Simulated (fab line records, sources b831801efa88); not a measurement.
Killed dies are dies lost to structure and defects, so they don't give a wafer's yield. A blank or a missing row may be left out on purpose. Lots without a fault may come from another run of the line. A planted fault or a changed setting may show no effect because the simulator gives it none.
A struck lot beside a sound one | flow sky130 | 17 steps out of a route of 708
Sound: wafers L440.1, L440.5, L440.6. Struck: wafers L448.1, L448.2, L448.5. The cause comes at the end.
At each step with rows: each side's tool, then ch and its chambers, then its first start. Under that, the readings that differ: sound wafers | struck wafers | difference of the means | sigmas: that difference in standard deviations of wafers without a fault.
alike: readings whose means differ by less than 2 such deviations, and words and numbers that are the same on both sides. not compared: withheld readings, readings that some wafer has no value for, bounds like >300 that may hide the same value, and numbers for which the record gives no deviation and whose values overlap.
The two part at a step that has a row with sigmas, a row that says differs or no value, or rows on one side only. Numbers that don't overlap but have no deviation are shown without sigmas and don't part them. A reading that every wafer of one side lacks parts them only if that side has two wafers or more.

first, 2 steps without rows for these wafers: SKY_NWELL_IMPLANT_12; SKY_NWELL_IMPLANT_13.
SKY_NWELL_STRIP_14: strips in O2/N2.
  sound on plasma_asher-02 ch 0,1, day 5 11:34; struck on plasma_asher-04 ch 0,1, day 7 11:28
  alike: drypump_motor_current_A, oes_product_au, strip_time_to_endpoint_s
  not compared: rf_hours_counter_h
SKY_NWELL_TW_MEAS_15:
  sound on film_metro-04, day 5 11:40; struck on film_metro-02, day 7 11:34
  reading  | sound          | struck         | difference | sigmas
  NWELL_TW | 1864 1868 1868 | 1827 1818 1823 | -44        | -2
then, 7 steps without rows for these wafers: SKY_NWELL_DEHYDRATE_16 (time 60 s); SKY_NWELL_HMDS_17 (prime time 60 s); SKY_NWELL_COAT_18 (resist thk 3000 nm); SKY_NWELL_SOFTBAKE_19; SKY_NWELL_EXPOSE_20 (exposes mask NWM COMPLEMENT, target cd 840 nm); SKY_NWELL_PEB_21; SKY_NWELL_DEVELOP_22 (develop time 60 s).
SKY_NWELL_OVL_MEAS_23:
  sound on overlay-01, day 6 05:35; struck on overlay-02, day 8 07:05
  alike: NWELL_01_OVL
SKY_NWELL_IMPLANT_24:
  sound on implanter-03 ch 0, day 6 05:37; struck on implanter-02 ch 0, day 8 07:08
  reading                   | sound             | struck            | difference | sigmas
  implant_ion_amu           | 11 11 11          | 49 49 49          | +38        |
  model.implant.drp_nm (nm) | 95.47 95.47 95.47 | 44.43 44.43 44.43 | -51.04     |
SKY_NWELL_STRIP_25: strips in O2/N2.
  sound on plasma_asher-04 ch 0,1, day 6 05:46; struck on plasma_asher-04 ch 0,1, day 8 07:17
  alike: drypump_motor_current_A, oes_product_au, strip_time_to_endpoint_s
  not compared: rf_hours_counter_h
SKY_NWELL_TW_MEAS_26:
  sound on film_metro-01, day 6 05:52; struck on film_metro-01, day 8 07:23
  reading    | sound       | struck      | difference | sigmas
  NWELL_2_TW | 502 501 503 | 965 956 958 | +458       | +85
then, 1 step without rows for these wafers: SKY_NWELL_CLEAN_27 (cleans in SC1/SC2, time 150 s).
-- the record jumps here: 40 days lie between the struck wafers' starts before and after (it left off in module NWELL and takes up again in module PAD_OPEN, whose first step shown is number 708 of the route) --
SKY_PAD_OPEN_PROBE_99:
  sound on prober-01, day 46 15:32; struck on prober-01, day 48 14:31
  reading            | sound     | struck   | difference | sigmas
  killed_at_M0_to_M3 | 61 54 50  | 33 34 37 | -20        | -3
  killed_dies        | 93 90 109 | 68 74 75 | -25        | -2
  killed_short       | 55 34 45  | 31 31 29 | -14        | -2
  alike: killed_at_M4_up, killed_at_contacts, killed_at_front_end, killed_at_other, killed_open

WHERE THEY PART
First at SKY_NWELL_TW_MEAS_15; last, within this record, at SKY_PAD_OPEN_PROBE_99.

WHY: what the simulator had put in
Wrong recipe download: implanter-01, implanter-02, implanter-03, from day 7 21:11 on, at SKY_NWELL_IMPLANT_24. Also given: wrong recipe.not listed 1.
